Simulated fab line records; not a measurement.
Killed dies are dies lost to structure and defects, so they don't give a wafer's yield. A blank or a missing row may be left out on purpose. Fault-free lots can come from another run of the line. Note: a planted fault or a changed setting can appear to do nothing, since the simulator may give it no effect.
Chamber matching | flow gf180mcu | 3 sister chambers for GF_DUAL_GATE_WET_ETCH_12 on wet bench-04
The step etches SiO2 in dHF, target depth 13 nm, time 260 s. 14 wafers are shown with their chamber, then 7 later ones without.

== EACH WAFER AND ITS CHAMBER ==
wafer  | chamber | bath heat duty pct (%)
L693.4 | 2       | 6.8
L693.5 | 2       | 6.1
L693.6 | 2       | 5.7
L694.1 | 2       | 7.2
L694.4 | 2       | 6.7
L694.5 | 2       | 6.4
L708.4 | 1       | 7.1
L708.5 | 1       | 7.2
L708.6 | 1       | 6.3
L710.1 | 3       | 6.5
L710.5 | 3       | 6.0
L710.6 | 3       | 6.0
L711.4 | 1       | 7.5
L711.5 | 1       | 6.6

SIGNATURES (means of the wafers above)
reading            | chamber 1 | chamber 2 | chamber 3 | scatter within a chamber
bath heat duty pct | 6.940     | 6.483     | 6.167     | 0.479
Rule: a wafer's distance from a chamber is the root of the sum, over the readings, of the square of ((its reading less the chamber's mean) divided by the reading's scatter). If the next closest chamber is less than 2 further off than the closest, the wafer can't be placed; otherwise it belongs to the closest. The scatter: the root of (the sum of the squares of (reading less its chamber's mean) over the shown wafers, divided by (wafers less chambers)).

== WAFERS WITHOUT THEIR CHAMBER ==
wafer  | bath heat duty pct (%)
L711.6 | 6.7
L712.1 | 6.2
L712.3 | 6.3
L712.4 | 7.3
L713.2 | 6.8
L713.3 | 6.5
L713.5 | 6.2

== WHICH CHAMBER EACH WENT THROUGH ==
wafer  | from the rows above          | in truth
L711.6 | can't be placed: 2 or 1 or 3 | 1
L712.1 | can't be placed: 3 or 2 or 1 | 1
L712.3 | can't be placed: 3 or 2 or 1 | 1
L712.4 | can't be placed: 1 or 2 or 3 | 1
L713.2 | can't be placed: 1 or 2 or 3 | 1
L713.3 | can't be placed: 2 or 3 or 1 | 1
L713.5 | can't be placed: 3 or 2 or 1 | 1
0 of 7 placed correctly. Not placeable from these rows: 7 (in 7, the candidates include the true chamber). 0 placed wrongly.
